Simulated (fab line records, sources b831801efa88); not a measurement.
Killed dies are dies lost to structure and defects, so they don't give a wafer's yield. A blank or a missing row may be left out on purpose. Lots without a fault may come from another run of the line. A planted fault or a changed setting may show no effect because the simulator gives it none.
Which tool did it? | flow sky130 | 24 lots, 72 wafers sampled, at 5 steps of a route of 708

WHAT THE GAUGES READ, wafer by wafer
SKY_METAL5_THK_MEAS_06: measures by xrf. Usual: METAL5_ALCU_THK 1172 nm, standard deviation 11.
lot  | measured     | on            | METAL5_ALCU_THK (nm) | flag
L074 | day 43 08:25 | film_metro-01 | 1182 1181 1180       |
L075 | day 43 11:00 | film_metro-04 | 1175 1203 1195       |
L076 | day 43 18:18 | film_metro-01 | 1178 1174 1174       |
L077 | day 44 08:58 | film_metro-01 | 1160 1166 1157       |
L079 | day 44 17:11 | film_metro-02 | 1166 1166 1162       |
L078 | day 44 17:50 | film_metro-01 | 1159 1174 1173       |
L080 | day 44 18:32 | film_metro-02 | 1175 1170 1172       |
L081 | day 45 18:10 | film_metro-02 | 1164 1174 1158       |
L083 | day 45 23:26 | film_metro-01 | 1178 1165 1174       |
L082 | day 46 01:04 | film_metro-02 | 1165 1158 1166       |
L084 | day 46 03:35 | film_metro-04 | 1173 1167 1172       |
L085 | day 46 13:14 | film_metro-02 | 1185 1179 1179       |
L086 | day 46 18:10 | film_metro-02 | 1168 1179 1170       |
L088 | day 47 10:04 | film_metro-01 | 1167 1168 1175       |
L087 | day 47 11:14 | film_metro-01 | 1177 1189 1183       |
L090 | day 47 11:53 | film_metro-04 | 1167 1165 1168       |
L089 | day 47 12:41 | film_metro-04 | 1174 1167 1160       |
L091 | day 47 16:49 | film_metro-01 | 1192 1196 1187       |
L092 | day 47 20:47 | film_metro-04 | 1174 1178 1176       |
L093 | day 48 04:34 | film_metro-04 | 1169 1173 1182       |
L094 | day 48 07:16 | film_metro-01 | 1156 1148 1161       |
L095 | day 48 11:31 | film_metro-02 | 1151 1140 1146       |
L096 | day 48 18:02 | film_metro-01 | 1184 1193 1202       |
L097 | day 48 20:28 | film_metro-04 | 1173 1174 1172       |

WHICH TOOL RAN EACH LOT (tool, then ch and the chambers of the sampled wafers, then the start)
lot  | SKY_METAL4_SPUTTER_00        | SKY_CAP2M_CVD_00                | SKY_METAL5_SPUTTER_01        | SKY_METAL5_SPUTTER_03
L074 | pvd_sputter-03, day 40 04:56 | pecvd-03 ch 0,1, day 40 05:05   | pvd_sputter-01, day 43 08:08 | pvd_sputter-01, day 43 08:13
L075 | pvd_sputter-03, day 40 06:44 | pecvd-02 ch 0,1, day 40 06:53   | pvd_sputter-01, day 43 10:43 | pvd_sputter-01, day 43 10:48
L076 | pvd_sputter-01, day 40 16:13 | pecvd-03 ch 0,2, day 40 16:23   | pvd_sputter-01, day 43 18:02 | pvd_sputter-01, day 43 18:07
L077 | pvd_sputter-03, day 41 07:05 | pecvd-04 ch 0, day 41 07:14     | pvd_sputter-04, day 44 08:40 | pvd_sputter-04, day 44 08:46
L079 | pvd_sputter-01, day 41 16:25 | pecvd-04 ch 0,2, day 41 16:34   | pvd_sputter-03, day 44 16:55 | pvd_sputter-03, day 44 16:59
L078 | pvd_sputter-01, day 41 16:43 | pecvd-03 ch 0,1,2, day 41 16:52 | pvd_sputter-03, day 44 17:34 | pvd_sputter-03, day 44 17:38
L080 | pvd_sputter-02, day 41 17:15 | pecvd-04 ch 0,1, day 41 17:25   | pvd_sputter-01, day 44 18:15 | pvd_sputter-01, day 44 18:19
L081 | pvd_sputter-03, day 42 18:09 | pecvd-02 ch 0,1,2, day 42 18:19 | pvd_sputter-04, day 45 17:53 | pvd_sputter-04, day 45 17:58
L083 | pvd_sputter-03, day 43 00:12 | pecvd-02 ch 1,2, day 43 00:22   | pvd_sputter-04, day 45 23:10 | pvd_sputter-04, day 45 23:15
L082 | pvd_sputter-02, day 43 02:54 | pecvd-04 ch 0,2, day 43 03:04   | pvd_sputter-04, day 46 00:49 | pvd_sputter-04, day 46 00:53
L084 | pvd_sputter-01, day 43 06:50 | pecvd-03 ch 0,1,2, day 43 06:59 | pvd_sputter-01, day 46 03:19 | pvd_sputter-01, day 46 03:24
L085 | pvd_sputter-01, day 43 16:19 | pecvd-03 ch 1,2, day 43 16:29   | pvd_sputter-03, day 46 12:58 | pvd_sputter-03, day 46 13:02
L086 | pvd_sputter-03, day 43 22:02 | pecvd-03 ch 0,2, day 43 22:11   | pvd_sputter-04, day 46 17:55 | pvd_sputter-04, day 46 17:59
L088 | pvd_sputter-02, day 44 14:10 | pecvd-03 ch 0,2, day 44 14:19   | pvd_sputter-01, day 47 09:49 | pvd_sputter-01, day 47 09:53
L087 | pvd_sputter-01, day 44 15:24 | pecvd-02 ch 0,1, day 44 15:34   | pvd_sputter-03, day 47 10:57 | pvd_sputter-03, day 47 11:02
L090 | pvd_sputter-01, day 44 16:26 | pecvd-04 ch 0,1,2, day 44 16:36 | pvd_sputter-01, day 47 11:35 | pvd_sputter-01, day 47 11:40
L089 | pvd_sputter-02, day 44 17:21 | pecvd-02 ch 1,2, day 44 17:31   | pvd_sputter-03, day 47 12:24 | pvd_sputter-03, day 47 12:29
L091 | pvd_sputter-02, day 44 21:41 | pecvd-02 ch 0,1, day 44 21:50   | pvd_sputter-04, day 47 16:31 | pvd_sputter-04, day 47 16:36
L092 | pvd_sputter-02, day 45 01:10 | pecvd-04 ch 0,1,2, day 45 01:19 | pvd_sputter-01, day 47 20:31 | pvd_sputter-01, day 47 20:35
L093 | pvd_sputter-02, day 45 11:17 | pecvd-03 ch 0,1,2, day 45 11:26 | pvd_sputter-04, day 48 04:17 | pvd_sputter-04, day 48 04:22
L094 | pvd_sputter-01, day 45 13:53 | pecvd-02 ch 0,1,2, day 45 14:02 | pvd_sputter-04, day 48 06:59 | pvd_sputter-04, day 48 07:04
L095 | pvd_sputter-01, day 45 18:43 | pecvd-04 ch 0,2, day 45 18:52   | pvd_sputter-03, day 48 11:14 | pvd_sputter-03, day 48 11:19
L096 | pvd_sputter-03, day 46 01:26 | pecvd-04 ch 0,2, day 46 01:35   | pvd_sputter-03, day 48 17:46 | pvd_sputter-03, day 48 17:50
L097 | pvd_sputter-02, day 46 04:56 | pecvd-02 ch 0,1, day 46 05:05   | pvd_sputter-01, day 48 20:12 | pvd_sputter-01, day 48 20:16
- SKY_METAL4_SPUTTER_00: material Ti, target thk 15 nm, time 10 s.
- SKY_CAP2M_CVD_00: deposits SiO2, target thk 15.5 nm.
- SKY_METAL5_SPUTTER_01: material TiN, target thk 20 nm, time 16.7 s.
- SKY_METAL5_SPUTTER_03: material Ti, target thk 5 nm, time 3.3 s.

WHAT THE TOOLS THEMSELVES READ (means of the sampled wafers that have a number; where no wafer has one, the mark that the record gives instead)
SKY_METAL4_SPUTTER_00. Usual: chamber_pressure_pa 0.4002 Pa, standard deviation 0.00075; throttle_valve_pct 29.4 %, standard deviation 1.
lot  | tool           | chamber_pressure_pa (Pa) | throttle_valve_pct (%) | flag
L074 | pvd_sputter-03 | 0.3994                   | 29.1                   |
L075 | pvd_sputter-03 | 0.4004                   | 29.1                   |
L076 | pvd_sputter-01 | 0.4003                   | 29.5                   |
L077 | pvd_sputter-03 | 0.4006                   | 29.3                   |
L079 | pvd_sputter-01 | 0.4007                   | 29.7                   |
L078 | pvd_sputter-01 | 0.3998                   | 28.9                   |
L080 | pvd_sputter-02 | 0.4002                   | 29.3                   |
L081 | pvd_sputter-03 | 0.4006                   | 29.1                   |
L083 | pvd_sputter-03 | 0.4008                   | 29.7                   |
L082 | pvd_sputter-02 | 0.4008                   | 29.2                   |
L084 | pvd_sputter-01 | 0.4002                   | 30.0                   |
L085 | pvd_sputter-01 | 0.4012                   | 29.1                   |
L086 | pvd_sputter-03 | 0.4007                   | 28.9                   |
L088 | pvd_sputter-02 | 0.4005                   | 29.7                   |
L087 | pvd_sputter-01 | 0.4010                   | 29.2                   |
L090 | pvd_sputter-01 | 0.3997                   | 29.8                   |
L089 | pvd_sputter-02 | 0.3996                   | 28.9                   |
L091 | pvd_sputter-02 | 0.4002                   | 29.0                   |
L092 | pvd_sputter-02 | 0.3998                   | 28.4                   |
L093 | pvd_sputter-02 | 0.4005                   | 29.4                   |
L094 | pvd_sputter-01 | 0.4001                   | 29.8                   |
L095 | pvd_sputter-01 | 0.4007                   | 29.3                   |
L096 | pvd_sputter-03 | 0.4004                   | 29.0                   |
L097 | pvd_sputter-02 | 0.4002                   | 29.1                   |

SKY_CAP2M_CVD_00. Usual: heater_power_w 694 W, standard deviation 96; susceptor_temp_C 400.00 C, standard deviation 0.2.
lot  | tool     | heater_power_w (W) | susceptor_temp_C (C) | flag
L074 | pecvd-03 | 618                | 399.92               |
L075 | pecvd-02 | 687                | 400.14               |
L076 | pecvd-03 | 678                | 399.93               |
L077 | pecvd-04 | 760                | 400.11               |
L079 | pecvd-04 | 651                | 400.16               |
L078 | pecvd-03 | 711                | 400.06               |
L080 | pecvd-04 | 800                | 400.07               |
L081 | pecvd-02 | 733                | 399.94               |
L083 | pecvd-02 | 693                | 399.87               |
L082 | pecvd-04 | 651                | 400.02               |
L084 | pecvd-03 | 710                | 399.97               |
L085 | pecvd-03 | 719                | 399.95               |
L086 | pecvd-03 | 710                | 400.08               |
L088 | pecvd-03 | 753                | 399.93               |
L087 | pecvd-02 | 703                | 400.20               |
L090 | pecvd-04 | 682                | 400.12               |
L089 | pecvd-02 | 685                | 400.06               |
L091 | pecvd-02 | 722                | 400.23               |
L092 | pecvd-04 | 634                | 399.70               |
L093 | pecvd-03 | 645                | 400.08               |
L094 | pecvd-02 | 755                | 400.05               |
L095 | pecvd-04 | 568                | 399.66               |
L096 | pecvd-04 | 732                | 400.05               |
L097 | pecvd-02 | 749                | 400.07               |

SKY_METAL5_SPUTTER_01. Usual: chamber_pressure_pa 0.4001 Pa, standard deviation 0.00086; throttle_valve_pct 29.8 %, standard deviation 1.1.
lot  | tool           | chamber_pressure_pa (Pa) | throttle_valve_pct (%) | flag
L074 | pvd_sputter-01 | 0.3995                   | 29.6                   |
L075 | pvd_sputter-01 | 0.4001                   | 29.6                   |
L076 | pvd_sputter-01 | 0.3996                   | 28.7                   |
L077 | pvd_sputter-04 | 0.3993                   | 29.8                   |
L079 | pvd_sputter-03 | 0.3993                   | 29.0                   |
L078 | pvd_sputter-03 | 0.4006                   | 29.3                   |
L080 | pvd_sputter-01 | 0.4005                   | 30.3                   |
L081 | pvd_sputter-04 | 0.4000                   | 30.5                   |
L083 | pvd_sputter-04 | 0.4003                   | 31.3                   |
L082 | pvd_sputter-04 | 0.4003                   | 29.5                   |
L084 | pvd_sputter-01 | 0.4002                   | 29.1                   |
L085 | pvd_sputter-03 | 0.3996                   | 29.6                   |
L086 | pvd_sputter-04 | 0.3994                   | 30.3                   |
L088 | pvd_sputter-01 | 0.3995                   | 28.8                   |
L087 | pvd_sputter-03 | 0.3999                   | 29.7                   |
L090 | pvd_sputter-01 | 0.4006                   | 28.6                   |
L089 | pvd_sputter-03 | 0.4003                   | 29.5                   |
L091 | pvd_sputter-04 | 0.3997                   | 30.5                   |
L092 | pvd_sputter-01 | 0.3996                   | 28.6                   |
L093 | pvd_sputter-04 | 0.4002                   | 30.6                   |
L094 | pvd_sputter-04 | 0.3996                   | 30.4                   |
L095 | pvd_sputter-03 | 0.3995                   | 29.7                   |
L096 | pvd_sputter-03 | 0.3994                   | 29.7                   |
L097 | pvd_sputter-01 | 0.4007                   | 29.2                   |

SKY_METAL5_SPUTTER_03. Usual: chamber_pressure_pa 0.4001 Pa, standard deviation 0.00082; throttle_valve_pct 29.8 %, standard deviation 1.1.
lot  | tool           | chamber_pressure_pa (Pa) | throttle_valve_pct (%) | flag
L074 | pvd_sputter-01 | 0.4000                   | 29.5                   |
L075 | pvd_sputter-01 | 0.3997                   | 29.7                   |
L076 | pvd_sputter-01 | 0.3998                   | 28.8                   |
L077 | pvd_sputter-04 | 0.4003                   | 29.6                   |
L079 | pvd_sputter-03 | 0.4000                   | 29.0                   |
L078 | pvd_sputter-03 | 0.3999                   | 29.3                   |
L080 | pvd_sputter-01 | 0.4001                   | 30.1                   |
L081 | pvd_sputter-04 | 0.4004                   | 30.7                   |
L083 | pvd_sputter-04 | 0.4001                   | 31.3                   |
L082 | pvd_sputter-04 | 0.4006                   | 29.5                   |
L084 | pvd_sputter-01 | 0.4003                   | 29.0                   |
L085 | pvd_sputter-03 | 0.3999                   | 29.5                   |
L086 | pvd_sputter-04 | 0.4002                   | 30.4                   |
L088 | pvd_sputter-01 | 0.4006                   | 28.8                   |
L087 | pvd_sputter-03 | 0.3997                   | 29.9                   |
L090 | pvd_sputter-01 | 0.3985                   | 28.4                   |
L089 | pvd_sputter-03 | 0.4000                   | 29.3                   |
L091 | pvd_sputter-04 | 0.3999                   | 30.7                   |
L092 | pvd_sputter-01 | 0.4001                   | 28.6                   |
L093 | pvd_sputter-04 | 0.4007                   | 30.5                   |
L094 | pvd_sputter-04 | 0.4000                   | 30.4                   |
L095 | pvd_sputter-03 | 0.3991                   | 29.8                   |
L096 | pvd_sputter-03 | 0.4004                   | 29.6                   |
L097 | pvd_sputter-01 | 0.4002                   | 29.2                   |

THE ANSWER, worked out from the rows above alone
Rule: a lot is off if the mean of its wafers that have a number lies more than 3 standard deviations from the usual mean. A lot without any number at a reading at which 4 lots or more have one is off too. The other lots that the step has rows for count as sound. The gauges are gone through in route order, then the tools' own readings, and for those a lot's mean is taken as printed above. The first step at which some lot is off is used, and at that step the reading that is off furthest; a lot without a number counts as furthest.
No lot is off at any reading shown: from this, nothing can be told.

WHAT THE SIMULATOR HAD PUT IN
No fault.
